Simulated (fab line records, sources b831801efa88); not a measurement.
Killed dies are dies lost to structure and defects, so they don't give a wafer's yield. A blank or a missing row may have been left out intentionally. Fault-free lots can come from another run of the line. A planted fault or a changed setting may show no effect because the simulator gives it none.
What tool caused it? -- flow gf180mcu -- Sampling: 14 lots, 42 wafers, 3 of 602 route steps

WHAT EACH GAUGE READ, for each wafer
GF_STI_CD_MEAS_12: the cd target is 220 nm.
lot,measured,on,cd_nm (nm)
L665,day 2 08:33,cd_sem-02,218.1 218.2 218.4
L666,day 2 12:24,cd_sem-02,222.0 222.1 222.1
L667,day 2 18:39,cd_sem-01,219.8 220.1 220.7
L668,day 2 22:09,cd_sem-02,220.0 219.8 219.7
L669,day 3 04:26,cd_sem-02,219.9 220.2 219.1
L671,day 3 12:45,cd_sem-02,220.8 221.2 222.0
L673,day 3 23:27,cd_sem-02,221.2 219.9 219.9
L674,day 4 04:51,cd_sem-02,220.8 221.4 221.3
L676,day 4 15:03,cd_sem-02,219.9 220.0 221.1
L677,day 4 21:00,cd_sem-01,218.8 218.5 219.1
L678,day 5 01:36,cd_sem-01,218.3 218.8 219.2
L679,day 5 06:21,cd_sem-02,221.4 222.3 221.5
L685,day 6 13:31,cd_sem-01,219.8 221.4 220.2
L686,day 6 18:07,cd_sem-01,220.9 220.6 219.7

GF_NWELL_OVL_MEAS_07.
lot,measured,on,NWELL_OVL (nm)
L665,day 3 16:58,overlay-01,-0.5 0.3 -1.2
L666,day 3 18:46,overlay-02,0.9 2.7 1.7
L667,day 4 01:24,overlay-02,0.3 2.2 -0.3
L668,day 4 05:54,overlay-02,-1.1 -0.7 0.1
L669,day 4 12:22,overlay-01,0.3 0.0 -0.5
L671,day 4 22:06,overlay-02,-0.9 -0.7 -1.5
L673,day 5 08:00,overlay-01,-1.6 -1.6 -1.6
L674,day 5 14:41,overlay-02,0.5 1.3 1.4
L676,day 6 03:46,overlay-01,-1.9 1.1 -2.2
L677,day 6 12:33,overlay-01,0.6 -0.9 -0.9
L678,day 6 13:50,overlay-01,0.4 -0.6 1.5
L679,day 6 18:27,overlay-02,2.3 1.8 1.1
L685,day 8 03:43,overlay-02,1.9 1.7 0.9
L686,day 8 07:16,overlay-01,-0.8 -0.8 -1.3

GF_VT_IMPLANT_RS_MEAS_46: the measuring method here is four-point-probe.
lot,measured,on,MVSD_RS (ohm/sq)
L665,day 8 00:20,film_metro-03,455.7 457.2 455.5
L666,day 8 03:40,film_metro-03,458.2 458.3 457.0
L667,day 8 08:47,film_metro-01,456.0 456.4 456.0
L668,day 8 15:51,film_metro-01,455.8 455.5 455.2
L669,day 8 22:37,film_metro-01,456.4 456.8 456.3
L671,day 9 11:41,film_metro-01,457.2 456.9 457.1
L673,day 10 01:30,film_metro-02,457.3 455.9 455.6
L674,day 10 09:27,film_metro-01,457.3 458.6 456.1
L676,day 11 01:58,film_metro-01,454.9 454.6 455.6
L677,day 11 13:37,film_metro-02,456.9 457.9 457.6
L678,day 11 14:18,film_metro-01,456.0 455.4 454.1
L679,day 11 18:19,film_metro-02,457.7 457.8 458.6
L685,day 13 11:43,film_metro-01,456.0 456.1 457.8
L686,day 13 16:49,film_metro-01,455.6 456.5 455.1

WHICH TOOL RAN EACH LOT (tool, then ch and the chambers of the sampled wafers, then the start)
Before these readings, the record contains no process step.

AS READ BY THE TOOLS THEMSELVES (means over the sampled wafers that have a number; for cases with no such wafer, the mark the record gives instead)
The record holds no such reading with a usual standard deviation.

THE ANSWER, worked out from the rows above alone
Rule: usual is defined by the lots themselves. The widest of any qualifying gaps counts: lots, ordered by their means at a reading, are off when they make up no more than a third of the lots, leave a main group of 4 or more, and stand apart from it by 3 or more times the standard deviation of that group's means. The tables above print the reading to a certain number of digits; a main group whose means all agree to those digits is not used. Also off: a lot with no number at a reading for which 4 or more lots have one. The other lots that the step has rows for count as sound. Order of review: gauges by route order, followed by the tools' own readings, for which a lot's mean as printed above is used. The first step at which some lot is off is used, and at that step the reading that is off furthest; a lot without a number counts as furthest.
None of the lots is off at any reading shown; this tells nothing.

WHAT HAD BEEN PUT IN BY THE SIMULATOR
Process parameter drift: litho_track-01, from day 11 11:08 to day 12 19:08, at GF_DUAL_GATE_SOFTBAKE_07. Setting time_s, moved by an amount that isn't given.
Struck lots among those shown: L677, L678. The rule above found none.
